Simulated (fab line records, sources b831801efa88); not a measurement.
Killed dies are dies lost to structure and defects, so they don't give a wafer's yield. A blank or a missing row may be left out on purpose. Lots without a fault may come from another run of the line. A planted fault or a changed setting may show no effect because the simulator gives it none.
A struck lot beside a sound one | flow sky130 | 17 steps out of a route of 708
Sound: wafers L788.1, L788.3, L788.5. Struck: wafers L796.3, L796.4, L796.6. The cause comes at the end.
At each step with rows: each side's tool, then ch and its chambers, then its first start. Under that, the readings that differ: sound wafers | struck wafers | difference of the means | sigmas: that difference in standard deviations of wafers without a fault.
alike: readings whose means differ by less than 2 such deviations, and words and numbers that are the same on both sides. not compared: withheld readings, readings that some wafer has no value for, bounds like >300 that may hide the same value, and numbers for which the record gives no deviation and whose values overlap.
The two part at a step that has a row with sigmas, a row that says differs or no value, or rows on one side only. Numbers that don't overlap but have no deviation are shown without sigmas and don't part them. A reading that every wafer of one side lacks parts them only if that side has two wafers or more.

first, 3 steps without rows for these wafers: SKY_VIA3_EXPOSE_09 (exposes mask VIM3, target cd 200 nm); SKY_VIA3_PEB_10; SKY_VIA3_DEVELOP_11 (develop time 60 s).
SKY_VIA3_CD_MEAS_12: target cd 200 nm.
  sound on cd_sem-02, day 42 04:56; struck on cd_sem-02, day 44 11:07
  alike: cd_nm
SKY_VIA3_OVL_MEAS_13:
  sound on overlay-01, day 42 05:04; struck on overlay-01, day 44 11:13
  alike: VIA3_OVL
SKY_VIA3_ETCH_14: etches BARC in N2/H2, stops on SiO2, time 45.9 s, target depth 60 nm.
  sound on rie_diel-03 ch 2,3, day 42 05:05; struck on rie_diel-04 ch 0,2,3, day 44 11:14
  alike: drypump_motor_current_A, n2_flow_sccm, oes_product_au, throttle_valve_pct
  not compared: rf_hours_counter_h
SKY_VIA3_ETCH_15: etches SiO2 in C4F8/O2/Ar, stops on TiN, target depth 507 nm, time 78 s.
  sound on rie_diel-03 ch 2,3, day 42 05:08; struck on rie_diel-04 ch 0,2,3, day 44 11:17
  alike: oes_product_au
SKY_VIA3_STRIP_16: strips in O2/N2.
  sound on plasma_asher-03 ch 0,1, day 42 05:12; struck on plasma_asher-04 ch 0,1, day 44 11:23
  alike: drypump_motor_current_A, n2_flow_sccm, oes_product_au, strip_time_to_endpoint_s
  not compared: rf_hours_counter_h
then, 3 steps without rows for these wafers: SKY_VIA3_STRIP_17 (strips in post etch residue remover, time 1200 s); SKY_VIA3_CLEAN_18 (cleans in IPA, time 180 s); SKY_VIA3_CLEAN_19 (cleans in O3/DIW).
SKY_VIA3_SPUTTER_20: material TiN, target thk 20 nm, time 80 s.
  sound on pvd_sputter-04, day 42 05:47; struck on pvd_sputter-03, day 44 12:01
  alike: throttle_valve_pct
SKY_VIA3_CVD_21: deposits W, target thk 390 nm, time 117.31 s.
  sound on cvd_w-02 ch 0,1, day 42 05:51; struck on cvd_w-01 ch 0, day 44 12:10
  no value came back on the struck wafers for chamber_pressure_Torr (Torr), heater_power_outer_w (W), heater_power_w (W), time_s (s); on the sound wafers chamber_pressure_Torr (Torr) reads 39.96 39.92 40.01
SKY_VIA3_RS_MEAS_22: measures by four-point-probe.
  sound on film_metro-04, day 42 05:59; struck on film_metro-02, day 44 12:22
  reading            | sound             | struck               | difference | sigmas
  VIA3_W_RS (ohm/sq) | 0.296 0.300 0.294 | 58.406 59.058 58.974 | +58.516    | +99 or more
SKY_VIA3_THK_MEAS_23: measures by xrf.
  sound on film_metro-04, day 42 06:06; struck on film_metro-02, day 44 12:28
  reading         | sound       | struck | difference                    | sigmas
  VIA3_W_THK (nm) | 384 378 387 | - - -  | no value on the struck wafers |
SKY_VIA3_CMP_24: polishes, stops on SiO2, t overpolish 20 s, target thk 0 nm.
  sound on cmp-02 ch 0,1, day 42 06:10; struck on cmp-02 ch 0,1, day 44 12:34
  reading                | sound    | struck | difference | sigmas
  time_to_endpoint_s (s) | 91 91 95 | 2 5 2  | -89        | -26
  alike: motor_current_A
-- the record jumps here: 5 days lie between the struck wafers' starts before and after (it left off in module VIA3 and takes up again in module PAD_OPEN, whose first step shown is number 708 of the route) --
SKY_PAD_OPEN_PROBE_99:
  sound on prober-02, day 47 22:28; struck on prober-02, day 49 20:07
  reading                  | sound          | struck         | difference | sigmas
  defect_limited_yield (%) | 83.7 84.8 85.0 | 0 0 0          | -84        | -44
  killed_at_M0_to_M3       | 36 37 36       | 438 451 453    | +411       | +60
  killed_dies              | 80 75 74       | 492 492 492    | +416       | +45
  killed_on_rim            | 14 11 16       | 96 96 96       | +82        | +24
  sort_bin_5_function (%)  | 9.8 8.1 8.9    | 90.4 93.3 94.3 | +83.7      | +64
  sort_n_pass              | 412 417 418    | 0 0 0          | -416       | -45
  sort_yield_pct (%)       | 83.7 84.8 85.0 | 0 0 0          | -84        | -44
  alike: killed_at_M4_up, killed_at_contacts, killed_at_front_end, killed_at_other, killed_open, killed_short, sort_bin_3_pad_short, sort_bin_6_memory

WHERE THEY PART
First at SKY_VIA3_CVD_21; last, within this record, at SKY_PAD_OPEN_PROBE_99.

WHY: what the simulator had put in
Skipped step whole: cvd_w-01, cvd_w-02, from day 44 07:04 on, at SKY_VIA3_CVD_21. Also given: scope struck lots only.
